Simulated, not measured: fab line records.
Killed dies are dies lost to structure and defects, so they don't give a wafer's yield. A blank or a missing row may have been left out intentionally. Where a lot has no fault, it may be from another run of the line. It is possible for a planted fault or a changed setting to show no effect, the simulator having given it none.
fab line records -- flow sky130
record: lots: 13, wafers: 37, lastDay: 50
route steps=708 shown LI_CONTACT@379 VIA3@589 CAP2M@615 PAD_OPEN@708
lots that met no fault: taken from a fault-free run of the same line
startH: the number of hours between the record's first day and the start of the first shown wafer of the lot -- waitH: time in hours since the lot's previous step -- " as in the row above -- L1.1+2: several wafers, shown together as one row -- - no value, or no start given -- * or withheld: withheld -- < > ~ a bound
route shown NAME@n: a module of which the file shows steps, and the number in the route of the first -- usual: the fault-free wafers' mean and standard deviation -- same: alike in all rows -- chamber/n: place in a boat -- sites: each site's reading -- _std_site: standard deviation of those values -- _edge_site: outer sites' mean less inner sites' -- radiusMm: for every site, how far away it sits from the centre of the wafer -- mask NAME#n: copy n -- behind: the last tool/chamber to shape the wafer -- hold: the reason the lot was held/the length of the hold in hours/how it ended -- device: the transistor (n, p or np) that didn't switch -- end of line: the route-end tests of the same wafers -- a step without rows: its recipe alone -- killed: the dies lost at the first sort to structure and to defects; this is not the yield of the wafer -- map: dies across one wafer; x = killed, . = not, _ = none there
set.NAME: the run value of the setting; set.NAME@STEP: its run value at that earlier step -- model.NAME: the simulator's own value behind a step, which no gauge read
the route's steps for a sample of lots (tables are steps, rows are wafers)
services: the hour from which a tool's chamber was out of use, counted from the record's first day as startH (under 0 if before that day), plus the number of hours and why
== steps ==
step: SKY_LI_CONTACT_CLEAN_17
recipe: chemistry: NMP, timeS: 600, tempC: 60, dry: n2Spin
usual: tempC: 59.99/0.12
lot.wafer,tool,chamber,startH,waitH,tempC
L532.1,wetBench-01,1,703.83,0.1,59.91
L532.2,wetBench-01,1,703.83,0.1,59.97
L532.6,wetBench-01,1,703.83,0.1,59.78
L531.2,wetBench-02,0,708.41,0.1,60.08
L531.4,wetBench-02,0,708.41,0.1,60.00
L531.5,wetBench-02,0,708.41,0.1,59.89
L534.3,wetBench-02,0,721.36,0.0,60.22
L534.5,wetBench-02,0,721.36,0.0,60.15
L534.6,wetBench-02,0,721.36,0.0,60.09
L535.1,wetBench-03,2,724.79,0.1,59.94
L535.3,wetBench-03,2,724.79,0.1,59.83
L535.5,wetBench-03,2,724.79,0.1,59.94
L536.2,wetBench-01,0,731.33,0.1,59.86
L536.3,wetBench-01,0,731.33,0.1,59.86
L537.1,wetBench-02,0,744.54,0.1,60.09
L537.3,wetBench-02,0,744.54,0.1,60.04
L537.5,wetBench-02,0,744.54,0.1,59.96
L539.1,wetBench-01,3,755.16,0.1,60.11
L539.2,wetBench-01,3,755.16,0.1,59.97
L539.3,wetBench-01,3,755.16,0.1,59.91
L546.1,wetBench-03,1,807.46,0.1,59.92
L546.4,wetBench-03,1,807.46,0.1,59.96
L546.6,wetBench-03,1,807.46,0.1,59.86
L547.3,wetBench-02,2,817.98,0.0,59.92
L547.5,wetBench-02,2,817.98,0.0,60.08
L547.6,wetBench-02,2,817.98,0.0,59.87
L548.1,wetBench-02,3,828.68,0.1,59.95
L548.3,wetBench-02,3,828.68,0.1,59.98
L548.5,wetBench-02,3,828.68,0.1,59.88
L550.2,wetBench-03,3,844.53,0.1,59.99
L550.4,wetBench-03,3,844.53,0.1,60.02
L550.6,wetBench-03,3,844.53,0.1,59.82
L552.1,wetBench-02,1,854.21,0.1,59.97
L552.2,wetBench-02,1,854.21,0.1,59.99
L552.4,wetBench-02,1,854.21,0.1,59.98
L553.3,wetBench-01,3,854.80,0.0,60.24
L553.5,wetBench-01,3,854.80,0.0,60.14
step: SKY_VIA3_STRIP_16
recipe: chemistry: O2/N2, powerW: 1400, pressureMtorr: 1500, platenTempC: withheld, o2FlowSccm: 3000, n2FlowSccm: 300, overashFraction: 0.5
usual: chamberPressureMTorr: 1500.1/1.5, drypumpMotorCurrentA: 5.6/0.39, oesProductAu: 0.402/0.0045, stripTimeToEndpointS: 4.129/0.026
lot.wafer,tool,chamber,startH,waitH,chamberPressureMTorr,drypumpMotorCurrentA,oesProductAu,rfHoursCounterH,stripTimeToEndpointS
L532.1,plasmaAsher-03,1,954.06,0.0,1500.9,5.5,0.404,84,4.172
L532.2,plasmaAsher-03,0,954.06,0.0,1501.6,5.3,0.405,84,4.183
L532.6,plasmaAsher-03,0,954.06,0.0,1499.9,5.3,0.404,-,4.167
L531.2,plasmaAsher-04,1,957.64,0.0,1500.3,6.3,0.402,117,4.170
L531.4,plasmaAsher-04,0,957.64,0.0,1501.1,5.1,0.402,-,4.144
L531.5,plasmaAsher-04,0,957.64,0.0,1500.4,5.1,0.405,-,4.145
L534.3,plasmaAsher-04,1,968.62,0.1,1499.9,6.4,0.392,-,4.109
L534.5,plasmaAsher-04,1,968.62,0.1,1502.4,6.4,0.403,-,4.167
L534.6,plasmaAsher-04,0,968.62,0.1,1500.2,5.1,0.400,-,4.110
L535.1,plasmaAsher-01,0,972.74,0.0,1501.8,5.4,0.411,54,4.167
L535.3,plasmaAsher-01,0,972.74,0.0,1500.8,5.4,0.404,-,4.184
L535.5,plasmaAsher-01,1,972.74,0.0,1501.0,6.1,0.403,-,4.206
L536.2,plasmaAsher-01,1,976.44,0.0,1502.3,6.1,0.396,54,4.109
L536.3,plasmaAsher-01,1,976.44,0.0,1498.4,6.1,0.399,-,4.156
L537.1,plasmaAsher-01,1,990.19,0.0,1496.9,6.1,0.408,56,4.095
L537.3,plasmaAsher-01,1,990.19,0.0,1499.9,6.1,0.401,-,4.115
L537.5,plasmaAsher-01,1,990.19,0.0,1498.1,6.1,0.400,-,4.119
L539.1,plasmaAsher-03,0,996.51,0.0,1501.1,5.3,0.402,89,4.129
L539.2,plasmaAsher-03,1,996.51,0.0,1500.4,5.5,0.406,89,4.152
L539.3,plasmaAsher-03,0,996.51,0.0,1498.0,5.3,0.402,-,4.153
L546.1,plasmaAsher-04,0,1042.51,0.0,1500.9,5.1,0.403,125,4.125
L546.4,plasmaAsher-04,1,1042.51,0.0,1500.4,6.3,0.397,-,4.158
L546.6,plasmaAsher-04,1,1042.51,0.0,1498.0,6.4,0.393,-,4.115
L547.3,plasmaAsher-03,0,1053.49,0.1,1500.0,5.3,0.406,-,4.171
L547.5,plasmaAsher-03,0,1053.49,0.1,1500.5,5.3,0.405,-,4.128
L547.6,plasmaAsher-03,1,1053.49,0.1,1498.4,5.5,0.404,-,4.102
L548.1,plasmaAsher-03,1,1060.46,0.0,1498.6,5.5,0.401,95,4.124
L548.3,plasmaAsher-03,1,1060.46,0.0,1501.9,5.5,0.398,-,4.140
L548.5,plasmaAsher-03,1,1060.46,0.0,1499.6,5.5,0.402,-,4.154
L550.2,plasmaAsher-03,0,1072.24,0.0,1498.1,5.3,0.402,96,4.068
L550.4,plasmaAsher-03,1,1072.24,0.0,1498.6,5.5,0.407,-,4.066
L550.6,plasmaAsher-03,1,1072.24,0.0,1498.5,5.6,0.399,-,4.106
L552.1,plasmaAsher-01,1,1081.31,0.0,1499.4,6.1,0.413,64,4.140
L552.2,plasmaAsher-01,0,1081.31,0.0,1501.5,5.4,0.401,64,4.125
L552.4,plasmaAsher-01,0,1081.31,0.0,1501.3,5.4,0.402,-,4.102
L553.3,plasmaAsher-01,0,1082.04,0.1,1498.0,5.4,0.409,-,4.141
L553.5,plasmaAsher-01,0,1082.04,0.1,1498.8,5.4,0.397,-,4.161
step: SKY_CAP2M_OVL_MEAS_12
usual: CAP2M_OVL: 0.3/1.1
lot.wafer,tool,chamber,startH,waitH,CAP2M_OVL[nm]
L532.1,overlay-01,-,979.43,0.1,0.5
L532.2,overlay-01,-,979.43,0.1,0.7
L532.6,overlay-01,-,979.43,0.1,-1.0
L531.2,overlay-01,-,982.72,0.1,1.6
L531.4,overlay-01,-,982.72,0.1,1.8
L531.5,overlay-01,-,982.72,0.1,0.3
L534.3,overlay-02,-,993.19,0.1,-0.2
L534.5,overlay-02,-,993.19,0.1,2.2
L534.6,overlay-02,-,993.19,0.1,1.2
L535.1,overlay-02,-,997.38,0.1,-0.6
L535.3,overlay-02,-,997.38,0.1,-1.1
L535.5,overlay-02,-,997.38,0.1,-0.7
L536.2,overlay-01,-,1000.96,0.1,3.1
L536.3,overlay-01,-,1000.96,0.1,1.8
L537.1,overlay-01,-,1014.78,0.1,0.7
L537.3,overlay-01,-,1014.78,0.1,0.7
L537.5,overlay-01,-,1014.78,0.1,0.1
L539.1,overlay-01,-,1021.11,0.1,-1.0
L539.2,overlay-01,-,1021.11,0.1,-0.3
L539.3,overlay-01,-,1021.11,0.1,0.9
L546.1,overlay-02,-,1065.56,0.1,0.3
L546.4,overlay-02,-,1065.56,0.1,0.5
L546.6,overlay-02,-,1065.56,0.1,-0.7
L547.3,overlay-01,-,1077.74,0.1,0.2
L547.5,overlay-01,-,1077.74,0.1,-1.0
L547.6,overlay-01,-,1077.74,0.1,-1.6
L548.1,overlay-02,-,1083.85,0.1,-2.3
L548.3,overlay-02,-,1083.85,0.1,-0.4
L548.5,overlay-02,-,1083.85,0.1,-0.5
L550.2,overlay-02,-,1094.61,0.1,-0.1
L550.4,overlay-02,-,1094.61,0.1,-0.2
L550.6,overlay-02,-,1094.61,0.1,-0.2
L552.1,overlay-02,-,1104.18,0.1,0.4
L552.2,overlay-02,-,1104.18,0.1,-0.6
L552.4,overlay-02,-,1104.18,0.1,-0.1
L553.3,overlay-02,-,1104.96,0.1,2.4
L553.5,overlay-02,-,1104.96,0.1,1.0
step: SKY_CAP2M_STRIP_14
recipe: chemistry: O2/N2, powerW: 1400, pressureMtorr: 1500, platenTempC: withheld, o2FlowSccm: 3000, n2FlowSccm: 300, overashFraction: 0.5
usual: chamberPressureMTorr: 1500.1/1.5, drypumpMotorCurrentA: 5.9/0.46, oesProductAu: 0.710/0.0049, stripTimeToEndpointS: 12.63/0.049
lot.wafer,tool,chamber,startH,waitH,chamberPressureMTorr,drypumpMotorCurrentA,oesProductAu,rfHoursCounterH,stripTimeToEndpointS
L532.1,plasmaAsher-02,1,979.54,0.1,1499.0,6.5,0.707,24,12.67
L532.2,plasmaAsher-02,0,979.54,0.1,1502.6,6.1,0.716,24,12.66
L532.6,plasmaAsher-02,0,979.54,0.1,1499.9,6.1,0.703,-,12.65
L531.2,plasmaAsher-02,0,982.83,0.1,1499.1,6.0,0.711,25,12.63
L531.4,plasmaAsher-02,1,982.83,0.1,1501.1,6.5,0.711,-,12.55
L531.5,plasmaAsher-02,0,982.83,0.1,1498.5,6.0,0.718,-,12.60
L534.3,plasmaAsher-01,1,993.33,0.1,1500.1,6.1,0.706,-,12.58
L534.5,plasmaAsher-01,0,993.33,0.1,1501.9,5.4,0.714,-,12.59
L534.6,plasmaAsher-01,1,993.33,0.1,1502.7,6.1,0.710,-,12.64
L535.1,plasmaAsher-04,1,997.49,0.1,1498.9,6.3,0.704,120,12.62
L535.3,plasmaAsher-04,0,997.49,0.1,1501.2,5.1,0.709,-,12.61
L535.5,plasmaAsher-04,1,997.49,0.1,1500.6,6.4,0.714,-,12.67
L536.2,plasmaAsher-02,1,1001.06,0.1,1498.0,6.5,0.706,27,12.63
L536.3,plasmaAsher-02,0,1001.06,0.1,1499.7,6.0,0.710,-,12.67
L537.1,plasmaAsher-01,0,1014.89,0.1,1499.4,5.4,0.713,58,12.69
L537.3,plasmaAsher-01,0,1014.89,0.1,1497.4,5.4,0.722,-,12.66
L537.5,plasmaAsher-01,0,1014.89,0.1,1501.2,5.4,0.712,-,12.61
L539.1,plasmaAsher-02,1,1021.23,0.1,1499.3,6.5,0.713,29,12.56
L539.2,plasmaAsher-02,0,1021.23,0.1,1500.6,6.0,0.702,29,12.61
L539.3,plasmaAsher-02,1,1021.23,0.1,1501.4,6.5,0.704,-,12.57
L546.1,plasmaAsher-04,0,1065.68,0.1,1498.8,5.1,0.704,0,12.63
L546.4,plasmaAsher-04,0,1065.68,0.1,1499.9,5.1,0.707,-,12.60
L546.6,plasmaAsher-04,1,1065.68,0.1,1501.9,6.3,0.705,-,12.61
L547.3,plasmaAsher-04,0,1077.88,0.1,1503.1,5.1,0.709,-,12.74
L547.5,plasmaAsher-04,0,1077.88,0.1,1498.0,5.1,0.717,-,12.68
L547.6,plasmaAsher-04,1,1077.88,0.1,1502.9,6.4,0.708,-,12.64
L548.1,plasmaAsher-01,1,1084.04,0.1,1500.1,6.1,0.699,65,12.57
L548.3,plasmaAsher-01,1,1084.04,0.1,1500.4,6.1,0.712,-,12.60
L548.5,plasmaAsher-01,1,1084.04,0.1,1499.4,6.1,0.702,-,12.54
L550.2,plasmaAsher-02,0,1094.71,0.1,1500.0,6.1,0.715,37,12.64
L550.4,plasmaAsher-02,1,1094.71,0.1,1500.6,6.5,0.714,-,12.60
L550.6,plasmaAsher-02,1,1094.71,0.1,1499.9,6.5,0.718,-,12.60
L552.1,plasmaAsher-01,1,1104.29,0.1,1498.6,6.1,0.711,67,12.71
L552.2,plasmaAsher-01,0,1104.29,0.1,1500.6,5.4,0.708,67,12.65
L552.4,plasmaAsher-01,1,1104.29,0.1,1500.7,6.1,0.709,-,12.67
L553.3,plasmaAsher-01,1,1105.10,0.1,1497.1,6.1,0.703,-,12.65
L553.5,plasmaAsher-01,0,1105.10,0.1,1501.7,5.4,0.704,-,12.62
step: SKY_PAD_OPEN_PROBE_99
usual: killed_at_M0_to_M3: 44/6.3, killed_at_M4_up: 3.1/1.8, killedAtContacts: 25/5.1, killedAtFrontEnd: 15/4.1, killedAtOther: 0.3/0.71, killedDies: 87/8.8, killedOpen: 47/6.8, killedShort: 40/6.7
same: grossDies: 492, killedAtBackSide: 0
lot.wafer,tool,chamber,startH,waitH,killed_at_M0_to_M3,killed_at_M4_up,killedAtContacts,killedAtFrontEnd,killedAtOther,killedDies,killedOpen,killedShort
L546.1,prober-02,-,1171.95,0.1,41,2,58,20,1,122,38,43
L546.4,prober-02,-,1172.10,0.2,44,3,56,10,0,113,47,31
L546.6,prober-02,-,1172.20,0.2,38,3,63,15,0,119,44,34
killed by level:class
L546.1 LI_CONTACT:unspecified=41 VIA1:geometricParticle:open=8 FIELD_ISO:geometricParticle:open=7 METAL2:geometricParticle:short=7 CONTACT:geometricParticle:open=6 METAL1:geometricParticle:short=5 VIA1:geometricParticle:short=5 POLY_GATE:geometricParticle:short=4
L546.4 LI_CONTACT:unspecified=35 VIA3:geometricParticle:open=11 CONTACT:geometricParticle:open=11 VIA2:geometricParticle:open=10 METAL1:geometricParticle:short=5 FIELD_ISO:geometricParticle:short=4 POLY_GATE:geometricParticle:open=4 VIA3:geometricParticle:short=4
L546.6 LI_CONTACT:unspecified=41 VIA3:geometricParticle:open=8 CONTACT:geometricParticle:open=7 METAL2:geometricParticle:short=7 VIA1:geometricParticle:open=6 POLY_GATE:geometricParticle:open=5 LI_CONTACT:geometricParticle:open=5 CONTACT:geometricParticle:short=5
== services ==
tool,chamber,startH,hours,kind
plasmaAsher-03,-,681.79,1.5,repair
plasmaAsher-03,-,701.90,4.3,pm
plasmaAsher-01,-,705.87,4.0,repair
wetBench-02,-,731.32,0.9,repair
plasmaAsher-02,-,733.75,9.0,pm
wetBench-03,-,754.72,1.6,repair
plasmaAsher-03,-,817.15,2.2,repair
plasmaAsher-01,-,825.64,5.8,repair
plasmaAsher-04,-,868.70,3.2,repair
plasmaAsher-02,-,888.71,0.5,repair
wetBench-03,-,891.47,1.9,pm
plasmaAsher-04,-,904.56,2.8,pm
wetBench-01,-,906.07,1.5,repair
plasmaAsher-03,-,926.67,0.9,repair
plasmaAsher-04,-,942.30,8.1,repair
plasmaAsher-03,-,959.34,0.5,repair
plasmaAsher-01,-,995.40,2.4,repair
wetBench-03,-,1000.21,0.7,repair
plasmaAsher-02,-,1006.36,1.4,repair
plasmaAsher-01,-,1053.19,1.4,repair
plasmaAsher-04,-,1055.25,9.0,pm
wetBench-03,-,1065.88,2.9,repair
plasmaAsher-04,-,1077.94,14.6,pm
wetBench-01,-,1102.36,3.2,repair
== key ==
firstSign: step: SKY_PAD_OPEN_PROBE_99, reading: killedAtContacts, direction: up, sigmas: 6.7, usual: 25, struck: 59
effect: step: SKY_PAD_OPEN_PROBE_99, reading: killedDies, direction: up, sigmas: 3.6, usual: 87, struck: 118
metAt SKY_LI_CONTACT_CLEAN_17
struckLots L546
struckWafers L546.1,L546.4,L546.6
testerLeftOut L546
notActingAt SKY_VIA3_STRIP_16,SKY_CAP2M_OVL_MEAS_12,SKY_CAP2M_STRIP_14
fault: kind: chamberParticleSource, tool: wetBench-03, chamber: 1, onsetH: 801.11, steps: SKY_LI_CONTACT_CLEAN_17, ratePerVisitCm2: 1.361, endH: 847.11
testerLeftOut: of these lots the tester's yield and bins aren't shown, on N5 and GAA mostly nor the transistor test; their killed dies are dies lost to structure and defects alone, not to doping, threshold or leakage, so they don't give the yield
